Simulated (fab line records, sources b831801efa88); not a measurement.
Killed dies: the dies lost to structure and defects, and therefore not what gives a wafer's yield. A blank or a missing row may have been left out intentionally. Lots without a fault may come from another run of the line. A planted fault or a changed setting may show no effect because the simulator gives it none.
Check of tool commonality || flow gf180mcu || 11 lots, 39 wafers sampled

THE REASON FOR OPENING IT
GF_PSD_RS_MEAS_14, reading NSD_RS: flagged on 2 of 11 lots. Wafers without a fault read 46.16 ohm/sq, standard deviation 0.077.
Rule: flag the lot when none of its wafers has a number, or when each of its wafers that has one lies beyond 4 standard deviations from that mean. As for the other lots, they are considered sound.

{"lot": "L620", "measured": "day 14 05:19", "on": "filmMetro-02", "NSD_RS (ohm/sq), wafer by wafer": "46.12 46.14 46.08", "flag": ""}
{"lot": "L621", "measured": "day 14 15:12", "on": "filmMetro-01", "NSD_RS (ohm/sq), wafer by wafer": "46.13 46.24 46.31", "flag": ""}
{"lot": "L628", "measured": "day 17 02:24", "on": "filmMetro-03", "NSD_RS (ohm/sq), wafer by wafer": "46.13 46.00 46.13", "flag": ""}
{"lot": "L630", "measured": "day 17 16:20", "on": "filmMetro-03", "NSD_RS (ohm/sq), wafer by wafer": "46.08 46.12 46.10", "flag": ""}
{"lot": "L631", "measured": "day 18 07:28", "on": "filmMetro-01", "NSD_RS (ohm/sq), wafer by wafer": "46.15 46.19 46.22", "flag": ""}
{"lot": "L632", "measured": "day 18 14:49", "on": "filmMetro-02", "NSD_RS (ohm/sq), wafer by wafer": "46.24 46.15 46.24", "flag": ""}
{"lot": "L633", "measured": "day 19 07:51", "on": "filmMetro-02", "NSD_RS (ohm/sq), wafer by wafer": "46.10 46.27 46.14", "flag": ""}
{"lot": "L637", "measured": "day 20 07:14", "on": "filmMetro-01", "NSD_RS (ohm/sq), wafer by wafer": "46.07 46.11 46.00", "flag": ""}
{"lot": "L638", "measured": "day 20 12:55", "on": "filmMetro-01", "NSD_RS (ohm/sq), wafer by wafer": "44.88 44.81 44.89 44.86 44.81 44.82", "flag": "FLAGGED"}
{"lot": "L639", "measured": "day 20 20:46", "on": "filmMetro-01", "NSD_RS (ohm/sq), wafer by wafer": "44.81 44.86 44.81 44.77 44.82 44.80", "flag": "FLAGGED"}
{"lot": "L643", "measured": "day 22 11:19", "on": "filmMetro-01", "NSD_RS (ohm/sq), wafer by wafer": "46.25 46.21 46.29", "flag": ""}
The numbers of the flagged lots are 44.83 ohm/sq on average: -1.33 ohm/sq against the usual, or -17 standard deviations.

TOOL THAT RAN EACH LOT
The record holds 3 process steps before the reading, out of a route of 602 steps. Cell contents, in order: the tool; ch with the chambers the sampled wafers went through; the start.
{"lot": "L620", "flag": "", "GF_NSD_IMPLANT_09": "implanter-04 ch 0, day 13 08:22", "GF_NSD_STRIP_11": "plasmaAsher-01 ch 1, day 13 08:38", "GF_PSD_RTA_13": "rtpAnneal-02 ch 0, day 14 05:14"}
{"lot": "L621", "flag": "", "GF_NSD_IMPLANT_09": "implanter-03 ch 0, day 13 17:53", "GF_NSD_STRIP_11": "plasmaAsher-01 ch 0,1, day 13 18:10", "GF_PSD_RTA_13": "rtpAnneal-01 ch 0, day 14 15:07"}
{"lot": "L628", "flag": "", "GF_NSD_IMPLANT_09": "implanter-04 ch 0, day 16 02:05", "GF_NSD_STRIP_11": "plasmaAsher-02 ch 0, day 16 02:22", "GF_PSD_RTA_13": "rtpAnneal-02 ch 0, day 17 02:19"}
{"lot": "L630", "flag": "", "GF_NSD_IMPLANT_09": "implanter-04 ch 0, day 16 16:20", "GF_NSD_STRIP_11": "plasmaAsher-02 ch 0,1, day 16 16:38", "GF_PSD_RTA_13": "rtpAnneal-01 ch 0, day 17 16:15"}
{"lot": "L631", "flag": "", "GF_NSD_IMPLANT_09": "implanter-03 ch 0, day 17 07:25", "GF_NSD_STRIP_11": "plasmaAsher-03 ch 0,1, day 17 07:42", "GF_PSD_RTA_13": "rtpAnneal-02 ch 0, day 18 07:22"}
{"lot": "L632", "flag": "", "GF_NSD_IMPLANT_09": "implanter-03 ch 0, day 17 13:49", "GF_NSD_STRIP_11": "plasmaAsher-01 ch 0,1, day 17 14:05", "GF_PSD_RTA_13": "rtpAnneal-01 ch 0, day 18 14:44"}
{"lot": "L633", "flag": "", "GF_NSD_IMPLANT_09": "implanter-03 ch 0, day 18 06:49", "GF_NSD_STRIP_11": "plasmaAsher-02 ch 0,1, day 18 07:07", "GF_PSD_RTA_13": "rtpAnneal-02 ch 0, day 19 07:46"}
{"lot": "L637", "flag": "", "GF_NSD_IMPLANT_09": "implanter-01 ch 0, day 19 06:17", "GF_NSD_STRIP_11": "plasmaAsher-03 ch 0,1, day 19 06:35", "GF_PSD_RTA_13": "rtpAnneal-02 ch 0, day 20 07:09"}
{"lot": "L638", "flag": "FLAGGED", "GF_NSD_IMPLANT_09": "implanter-03 ch 0, day 19 11:41", "GF_NSD_STRIP_11": "plasmaAsher-03 ch 0,1, day 19 11:58", "GF_PSD_RTA_13": "rtpAnneal-01 ch 0, day 20 12:50"}
{"lot": "L639", "flag": "FLAGGED", "GF_NSD_IMPLANT_09": "implanter-03 ch 0, day 19 19:52", "GF_NSD_STRIP_11": "plasmaAsher-01 ch 0,1, day 19 20:08", "GF_PSD_RTA_13": "rtpAnneal-01 ch 0, day 20 20:41"}
{"lot": "L643", "flag": "", "GF_NSD_IMPLANT_09": "implanter-01 ch 0, day 21 11:37", "GF_NSD_STRIP_11": "plasmaAsher-01 ch 0,1, day 21 11:53", "GF_PSD_RTA_13": "rtpAnneal-01 ch 0, day 22 11:14"}
These steps, and what they do:
- GF_NSD_IMPLANT_09
- GF_NSD_STRIP_11: strips in O2/N2.
- GF_PSD_RTA_13: time 20 s.
- GF_PSD_RS_MEAS_14: measures by four-point-probe.

FLAGGED OVER TOTAL, TOOL BY TOOL (the gauges that took the reading come last)
{"step": "GF_NSD_IMPLANT_09", "tool": "implanter-01", "lots run": 2, "flagged": 0, "share of the flagged lots": "none", "sound lots run after its first flagged lot": "-"}
{"step": "GF_NSD_IMPLANT_09", "tool": "implanter-03", "lots run": 6, "flagged": 2, "share of the flagged lots": "all", "sound lots run after its first flagged lot": 0}
{"step": "GF_NSD_IMPLANT_09", "tool": "implanter-04", "lots run": 3, "flagged": 0, "share of the flagged lots": "none", "sound lots run after its first flagged lot": "-"}
{"step": "GF_NSD_STRIP_11", "tool": "plasmaAsher-01", "lots run": 5, "flagged": 1, "share of the flagged lots": "some", "sound lots run after its first flagged lot": "1 (L643)"}
{"step": "GF_NSD_STRIP_11", "tool": "plasmaAsher-02", "lots run": 3, "flagged": 0, "share of the flagged lots": "none", "sound lots run after its first flagged lot": "-"}
{"step": "GF_NSD_STRIP_11", "tool": "plasmaAsher-03", "lots run": 3, "flagged": 1, "share of the flagged lots": "some", "sound lots run after its first flagged lot": 0}
{"step": "GF_PSD_RTA_13", "tool": "rtpAnneal-01", "lots run": 6, "flagged": 2, "share of the flagged lots": "all", "sound lots run after its first flagged lot": "1 (L643)"}
{"step": "GF_PSD_RTA_13", "tool": "rtpAnneal-02", "lots run": 5, "flagged": 0, "share of the flagged lots": "none", "sound lots run after its first flagged lot": "-"}
{"step": "GF_PSD_RS_MEAS_14", "tool": "filmMetro-01", "lots run": 6, "flagged": 2, "share of the flagged lots": "all", "sound lots run after its first flagged lot": "1 (L643)"}
{"step": "GF_PSD_RS_MEAS_14", "tool": "filmMetro-02", "lots run": 3, "flagged": 0, "share of the flagged lots": "none", "sound lots run after its first flagged lot": "-"}
{"step": "GF_PSD_RS_MEAS_14", "tool": "filmMetro-03", "lots run": 2, "flagged": 0, "share of the flagged lots": "none", "sound lots run after its first flagged lot": "-"}

WHAT IS ALLOWED BY THE TABLE
implanter-03 at GF_NSD_IMPLANT_09, rtpAnneal-01 at GF_PSD_RTA_13 and filmMetro-01 at GF_PSD_RS_MEAS_14: these 3 rows of the table ran every flagged lot.
- implanter-03 at GF_NSD_IMPLANT_09: 2 of its 6 lots flagged. It ran its last sound lot, L633, at day 18 06:49 and its first flagged lot, L638, at day 19 11:41: a fault with its onset between the two fits. Its own readings lie more than 4 standard deviations out on every wafer of the flagged lots: doseIonsCm2.
- rtpAnneal-01 at GF_PSD_RTA_13: 2 of its 6 lots flagged. Lots that were sound ran on it after the first flagged one (L643); a persistent fault on the entire tool would not allow that.
- filmMetro-01 at GF_PSD_RS_MEAS_14: 2 of its 6 lots flagged. Lots that were sound ran on it after the first flagged one (L643); a persistent fault on the entire tool would not allow that.
What remains is a single tool, implanter-03 at GF_NSD_IMPLANT_09.

WHAT HAD BEEN PUT IN BY THE SIMULATOR
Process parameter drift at GF_NSD_IMPLANT_09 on implanter-03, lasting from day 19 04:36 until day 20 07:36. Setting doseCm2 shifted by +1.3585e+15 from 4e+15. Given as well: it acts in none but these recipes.
Struck lots among those shown: L638, L639. The same result came from the rule above.
